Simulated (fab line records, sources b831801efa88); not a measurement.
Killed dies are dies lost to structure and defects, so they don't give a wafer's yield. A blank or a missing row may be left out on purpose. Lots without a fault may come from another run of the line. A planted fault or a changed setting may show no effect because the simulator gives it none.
Which tool did it? | flow gf180mcu | 13 lots, 39 wafers sampled, at 5 steps of a route of 602

WHAT THE GAUGES READ, wafer by wafer
GF_VT_IMPLANT_RS_MEAS_46: measures by four-point-probe.
lot  | measured     | on            | MVSD_RS (ohm/sq)
L333 | day 8 01:04  | film_metro-04 | 457.6 458.1 457.0
L334 | day 8 02:16  | film_metro-03 | 456.1 456.3 456.0
L336 | day 9 00:31  | film_metro-02 | 457.1 456.6 456.9
L337 | day 9 03:52  | film_metro-02 | 455.6 456.7 455.3
L338 | day 9 09:15  | film_metro-02 | 454.7 455.1 454.8
L339 | day 9 19:16  | film_metro-03 | 457.7 458.5 458.5
L346 | day 11 18:10 | film_metro-03 | 457.2 456.2 456.1
L348 | day 12 01:49 | film_metro-03 | 454.8 455.6 456.5
L349 | day 12 09:07 | film_metro-03 | 457.3 456.8 458.3
L350 | day 12 14:40 | film_metro-02 | 456.3 456.8 456.3
L353 | day 13 11:09 | film_metro-03 | 456.6 455.0 456.5
L354 | day 13 15:37 | film_metro-03 | 457.3 457.5 456.4
L355 | day 13 20:53 | film_metro-02 | 455.6 455.9 456.2

GF_HV_LDD_OVL_MEAS_47.
lot  | measured     | on         | HV_LDD_03_OVL (nm)
L333 | day 12 18:57 | overlay-01 | -1.6 -1.0 -2.5
L334 | day 13 01:46 | overlay-02 | -1.6 -2.1 -1.8
L336 | day 14 03:41 | overlay-02 | -3.2 -1.9 -1.6
L337 | day 14 08:01 | overlay-02 | -1.6 -2.9 -0.6
L338 | day 14 17:34 | overlay-01 | -2.0 -5.2 -1.9
L339 | day 15 06:49 | overlay-01 | -0.1 -1.2 1.3
L346 | day 17 12:52 | overlay-01 | -1.3 -1.6 -1.5
L348 | day 17 18:52 | overlay-01 | -3.5 -3.6 -3.6
L349 | day 18 02:16 | overlay-01 | -0.7 -2.3 -1.2
L350 | day 18 06:56 | overlay-02 | -2.0 -1.5 -3.2
L353 | day 19 07:35 | overlay-01 | -1.8 -1.3 -1.6
L354 | day 19 13:44 | overlay-01 | 0.4 0.4 -1.8
L355 | day 19 21:53 | overlay-01 | -0.3 -1.4 -0.9

WHICH TOOL RAN EACH LOT (tool, then ch and the chambers of the sampled wafers, then the start)
lot  | GF_VT_IMPLANT_RTA_45             | GF_HV_LDD_COAT_14                 | GF_HV_LDD_STRIP_22
L333 | rtp_anneal-01 ch 0, day 8 00:58  | litho_track-01 ch 0, day 10 19:40 | plasma_asher-02 ch 0,1, day 11 04:42
L334 | rtp_anneal-02 ch 0, day 8 02:10  | litho_track-03 ch 0, day 11 01:10 | plasma_asher-02 ch 0,1, day 11 10:43
L336 | rtp_anneal-02 ch 0, day 9 00:25  | litho_track-01 ch 0, day 12 01:22 | plasma_asher-04 ch 0,1, day 12 11:01
L337 | rtp_anneal-01 ch 0, day 9 03:46  | litho_track-01 ch 0, day 12 05:08 | plasma_asher-01 ch 0,1, day 12 14:46
L338 | rtp_anneal-01 ch 0, day 9 09:09  | litho_track-01 ch 0, day 12 13:26 | plasma_asher-01 ch 0,1, day 13 00:07
L339 | rtp_anneal-01 ch 0, day 9 19:10  | litho_track-01 ch 0, day 13 02:38 | plasma_asher-01 ch 0,1, day 13 12:31
L346 | rtp_anneal-02 ch 0, day 11 18:04 | litho_track-03 ch 0, day 15 05:13 | plasma_asher-04 ch 0, day 15 16:32
L348 | rtp_anneal-02 ch 0, day 12 01:43 | litho_track-03 ch 0, day 15 10:55 | plasma_asher-04 ch 0,1, day 15 21:43
L349 | rtp_anneal-02 ch 0, day 12 08:57 | litho_track-03 ch 0, day 15 17:52 | plasma_asher-02 ch 0,1, day 16 05:17
L350 | rtp_anneal-01 ch 0, day 12 14:34 | litho_track-02 ch 0, day 15 21:20 | plasma_asher-02 ch 0,1, day 16 08:40
L353 | rtp_anneal-01 ch 0, day 13 11:03 | litho_track-02 ch 0, day 16 20:45 | plasma_asher-02 ch 0,1, day 17 08:31
L354 | rtp_anneal-02 ch 0, day 13 15:30 | litho_track-02 ch 0, day 17 03:39 | plasma_asher-01 ch 0,1, day 17 15:09
L355 | rtp_anneal-02 ch 0, day 13 20:47 | litho_track-02 ch 0, day 17 09:17 | plasma_asher-01 ch 0,1, day 17 21:05
- GF_VT_IMPLANT_RTA_45: time 30 s.
- GF_HV_LDD_COAT_14: resist thk 1000 nm.
- GF_HV_LDD_STRIP_22: strips in O2/N2.

WHAT THE TOOLS THEMSELVES READ (means of the sampled wafers that have a number; where no wafer has one, the mark that the record gives instead)
GF_VT_IMPLANT_RTA_45.
lot  | tool          | lamp_power_pct (%) | wafer_temp_C_max
L333 | rtp_anneal-01 | 32.7               | 1053.3
L334 | rtp_anneal-02 | 36.6               | 1055.7
L336 | rtp_anneal-02 | 36.6               | 1054.6
L337 | rtp_anneal-01 | 32.7               | 1053.0
L338 | rtp_anneal-01 | 32.8               | 1053.1
L339 | rtp_anneal-01 | 32.7               | 1053.7
L346 | rtp_anneal-02 | 36.6               | 1055.0
L348 | rtp_anneal-02 | 36.6               | 1054.4
L349 | rtp_anneal-02 | 36.6               | 1054.3
L350 | rtp_anneal-01 | 32.7               | 1054.1
L353 | rtp_anneal-01 | 32.7               | 1053.9
L354 | rtp_anneal-02 | 36.6               | 1054.0
L355 | rtp_anneal-02 | 36.6               | 1055.9

GF_HV_LDD_STRIP_22.
lot  | tool            | drypump_motor_current_A (A) | heater_power_w (W) | oes_product_au (a.u.) | platen_temp_c (C) | strip_time_to_endpoint_s (s)
L333 | plasma_asher-02 | 5.77                        | 356                | 0.719                 | 250.02            | 12.641
L334 | plasma_asher-02 | 5.90                        | 354                | 0.718                 | 249.98            | 12.586
L336 | plasma_asher-04 | 5.59                        | 339                | 0.716                 | 249.87            | 12.604
L337 | plasma_asher-01 | 5.51                        | 312                | 0.714                 | 250.01            | 12.649
L338 | plasma_asher-01 | 5.50                        | 309                | 0.714                 | 250.05            | 12.461
L339 | plasma_asher-01 | 5.54                        | 322                | 0.712                 | 250.18            | 12.446
L346 | plasma_asher-04 | 5.99                        | 314                | 0.718                 | 250.26            | 12.659
L348 | plasma_asher-04 | 5.59                        | 339                | 0.708                 | 250.01            | 12.631
L349 | plasma_asher-02 | 5.90                        | 357                | 0.722                 | 249.86            | 12.619
L350 | plasma_asher-02 | 5.93                        | 354                | 0.717                 | 250.09            | 12.624
L353 | plasma_asher-02 | 5.76                        | 353                | 0.716                 | 250.06            | 12.618
L354 | plasma_asher-01 | 5.53                        | 321                | 0.713                 | 249.92            | 12.620
L355 | plasma_asher-01 | 5.52                        | 326                | 0.721                 | 249.97            | 12.626

THE ANSWER, worked out from the rows above alone
Rule: what is usual is taken from the lots themselves. Put in order of their means at a reading, lots are off if they are a third of the lots or fewer, leave a main group of 4 or more, and stand apart from it by a gap of 3 or more times the standard deviation of the main group's means; of several such gaps the widest counts. A main group whose means are all the same, to the digits that the tables above print for the reading, isn't used. A lot without any number at a reading at which 4 lots or more have one is off too. The other lots that the step has rows for count as sound. The gauges are gone through in route order, then the tools' own readings, and for those a lot's mean is taken as printed above. The first step at which some lot is off is used, and at that step the reading that is off furthest; a lot without a number counts as furthest.
Off: L338, L339, at GF_HV_LDD_STRIP_22 (strip_time_to_endpoint_s). The main group: mean 12.625 s, standard deviation 0.019.
A tool fits if, at that step or a process step before it, it ran every lot that is off, and no sound lot after the first of them. One fits: litho_track-01 at GF_HV_LDD_COAT_14. Its last sound lot is L337 (day 12 05:08), its first lot that is off L338 (day 12 13:26): a fault that began between those two fits.

WHAT THE SIMULATOR HAD PUT IN
Process parameter drift: litho_track-01, from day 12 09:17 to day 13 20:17, at GF_HV_LDD_COAT_14. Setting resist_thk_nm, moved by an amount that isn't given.
Lots struck among those shown: L338, L339. The rule above found the same.
